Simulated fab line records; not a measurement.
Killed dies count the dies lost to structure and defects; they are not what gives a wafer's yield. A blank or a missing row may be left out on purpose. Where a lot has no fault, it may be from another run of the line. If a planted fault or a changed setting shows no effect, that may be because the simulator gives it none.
Comparing a struck lot with a sound one -- flow sky130 -- 15 steps out of a route of 708
Sound: wafers L455.1, L455.2, L455.6. Wafers struck: L457.1, L457.5, L457.6. Last of all comes the cause.
Per side, at each step with rows, come the tool, then ch with its chambers, and then its first start. Under that, the readings that differ: sound wafers -- struck wafers -- difference of the means -- sigmas: that difference in standard deviations of wafers without a fault.
alike: words and numbers the same on both sides, and readings whose means are apart by under 2 such deviations; not compared: readings that were withheld, readings missing a value for some wafer, numbers with overlapping values and no deviation given by the record, and bounds like >300 which may hide the same value.
A row with sigmas, a row that says differs or no value, or rows on one side alone: a step with any of these is where the two part. Non-overlapping numbers with no deviation appear without sigmas and do not part them. A reading that every wafer of one side lacks parts them only if that side has two wafers or more.

first, 9 steps without rows for these wafers: SKY_CAP2M_CLEAN_17 (cleans in O3/DIW); SKY_METAL4_DEHYDRATE_05 (time 60 s); SKY_METAL4_HMDS_06 (prime time 60 s); SKY_METAL4_COAT_07 (resist thk 60 nm); SKY_METAL4_COAT_08 (resist thk 1140 nm); SKY_METAL4_SOFTBAKE_09 (time 90 s); SKY_METAL4_EXPOSE_10 (exposes mask MM4, target cd 300 nm); SKY_METAL4_PEB_11; SKY_METAL4_DEVELOP_12 (develop time 60 s).
SKY_METAL4_CD_MEAS_13 targets a cd of 300 nm.
  sound: cdSem-01 at day 43 23:10; struck: cdSem-01 at day 44 17:54
  alike: cdNm
SKY_METAL4_OVL_MEAS_14:
  sound: overlay-01 at day 43 23:17; struck: overlay-01 at day 44 18:01
  alike: METAL4_OVL
SKY_METAL4_DESCUM_15: chemistry O2, time 8 s.
  sound on rieMetal-01 ch 0,1, day 43 23:19; struck on rieMetal-03 ch 0,1, day 44 18:04
  alike: drypumpMotorCurrentA, oesProductAu, tempC
  not compared: rfHoursCounterH
SKY_METAL4_ETCH_16: etches BARC in N2/H2, stops on SiO2, time 88.2 s, target depth 60 nm.
  sound on rieMetal-01 ch 0,1, day 43 23:21; struck on rieMetal-03 ch 0,1, day 44 18:05
reading,sound,struck,difference,sigmas
oesProductAu (a.u.),0.631 0.629 0.625,0.700 0.698 0.698,+0.070,+16
runLengthS (s),117.3 116.8 116.7,104.3 104.4 104.6,-12.5,-27
  alike: drypumpMotorCurrentA, n2FlowSccm, throttleValvePct
  not compared: rfHoursCounterH, model.KrF-thick_of_METAL4_COAT_08.thkNm
SKY_METAL4_ETCH_17: etches SiO2 in C4F8/O2/Ar, stops on TiN, time 3.9 s, target depth 15 nm.
  sound on rieDiel-03 ch 0,3, day 43 23:27; struck on rieDiel-02 ch 0,1, day 44 18:11
  alike: oesProductAu
  not compared: rfHoursCounterH
-- the record jumps here: 4 days lie between the struck wafers' starts before and after (it left off in module METAL4 and takes up again in module PAD_OPEN, whose first step shown is number 708 of the route) --
SKY_PAD_OPEN_PROBE_99:
  rows exist in the record for the struck wafers here (prober-02, day 48 10:47), but not for the sound ones

WHERE THEY PART
Last at SKY_PAD_OPEN_PROBE_99 as far as this record goes, first at SKY_METAL4_ETCH_16.

WHY: what had been put in by the simulator
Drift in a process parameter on rieMetal-03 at SKY_METAL4_ETCH_16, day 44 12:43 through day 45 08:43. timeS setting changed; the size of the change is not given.
